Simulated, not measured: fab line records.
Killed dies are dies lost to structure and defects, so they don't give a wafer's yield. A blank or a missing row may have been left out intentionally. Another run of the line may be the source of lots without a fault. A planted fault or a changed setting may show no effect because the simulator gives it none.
The tool behind it: which one? | flow gf180mcu | 42 wafers from 14 lots sampled at 2 of the route's 602 steps

== WHAT EACH GAUGE READ, for each wafer ==
GF_V3_THK_MEAS_25: measures by xrf. Usual: V3_W_THK typically reads 365 nm, with standard deviation 3.9.
lot  | measured     | on            | V3_W_THK (nm) | flag
L205 | day 22 15:05 | film_metro-03 | 371 374 374   |
L206 | day 23 00:14 | film_metro-03 | 362 365 363   |
L208 | day 23 13:30 | film_metro-04 | 358 356 360   |
L209 | day 23 20:17 | film_metro-04 | 360 356 358   |
L210 | day 24 03:10 | film_metro-01 | 368 364 369   |
L212 | day 24 23:19 | film_metro-04 | 364 364 361   |
L214 | day 25 14:14 | film_metro-03 | 364 361 369   |
L218 | day 26 19:08 | film_metro-04 | 366 366 367   |
L219 | day 27 03:39 | film_metro-03 | 363 365 367   |
L223 | day 28 05:41 | film_metro-01 | 371 368 370   |
L224 | day 28 19:40 | film_metro-04 | 360 360 356   |
L225 | day 28 21:35 | film_metro-03 | 369 364 365   |
L226 | day 29 06:04 | film_metro-04 | 370 373 368   |
L227 | day 29 08:17 | film_metro-03 | 362 368 364   |

== WHICH TOOL RAN EACH LOT (tool, then ch and the chambers of the sampled wafers, then the start) ==
lot  | GF_V3_CMP_04
L205 | cmp-02 ch 0,1,2, day 21 14:41
L206 | cmp-01 ch 1,2,3, day 21 23:43
L208 | cmp-02 ch 1,3, day 22 13:08
L209 | cmp-02 ch 0,1,3, day 22 19:47
L210 | cmp-01 ch 1,2,3, day 23 03:34
L212 | cmp-02 ch 0,1,2, day 24 00:03
L214 | cmp-02 ch 1,2,3, day 24 15:14
L218 | cmp-01 ch 1,2, day 25 20:10
L219 | cmp-01 ch 1,2,3, day 26 05:40
L223 | cmp-02 ch 2,3, day 27 08:00
L224 | cmp-01 ch 1,3, day 27 22:26
L225 | cmp-02 ch 0,2,3, day 28 00:41
L226 | cmp-02 ch 0,1,3, day 28 09:16
L227 | cmp-01 ch 0,1,2, day 28 11:38
- GF_V3_CMP_04: polishes SiO2.

== AS READ BY THE TOOLS THEMSELVES (means over the sampled wafers that have a number; for cases with no such wafer, the mark the record gives instead) ==
GF_V3_CMP_04. Usual: motor_current_A 11.7 A, standard deviation 0.99; time_to_endpoint_s 81 s, standard deviation 4.7.
lot  | tool   | motor_current_A (A) | time_to_endpoint_s (s) | flag
L205 | cmp-02 | 12.3                | 79                     |
L206 | cmp-01 | 11.5                | 84                     |
L208 | cmp-02 | 11.7                | 85                     |
L209 | cmp-02 | 11.4                | 87                     |
L210 | cmp-01 | 12.0                | 79                     |
L212 | cmp-02 | 11.5                | 79                     |
L214 | cmp-02 | 12.0                | 82                     |
L218 | cmp-01 | 12.9                | 79                     |
L219 | cmp-01 | 11.8                | 73                     |
L223 | cmp-02 | 12.3                | 80                     |
L224 | cmp-01 | 11.6                | 73                     |
L225 | cmp-02 | 12.0                | 88                     |
L226 | cmp-02 | 11.2                | 80                     |
L227 | cmp-01 | 11.8                | 79                     |

== THE ANSWER, worked out from the rows above alone ==
Rule: a lot is off if the mean of its wafers that have a number lies more than 3 standard deviations from the usual mean. A lot without any number at a reading at which 4 lots or more have one is off too. Where the step has rows for the other lots, those lots are counted as sound. Order of review: gauges by route order, followed by the tools' own readings, for which a lot's mean as printed above is used. The first step at which some lot is off is used, and at that step the reading that is off furthest; a lot without a number counts as furthest.
No lot is off at any reading shown: from this, nothing can be told.

== WHAT HAD BEEN PUT IN BY THE SIMULATOR ==
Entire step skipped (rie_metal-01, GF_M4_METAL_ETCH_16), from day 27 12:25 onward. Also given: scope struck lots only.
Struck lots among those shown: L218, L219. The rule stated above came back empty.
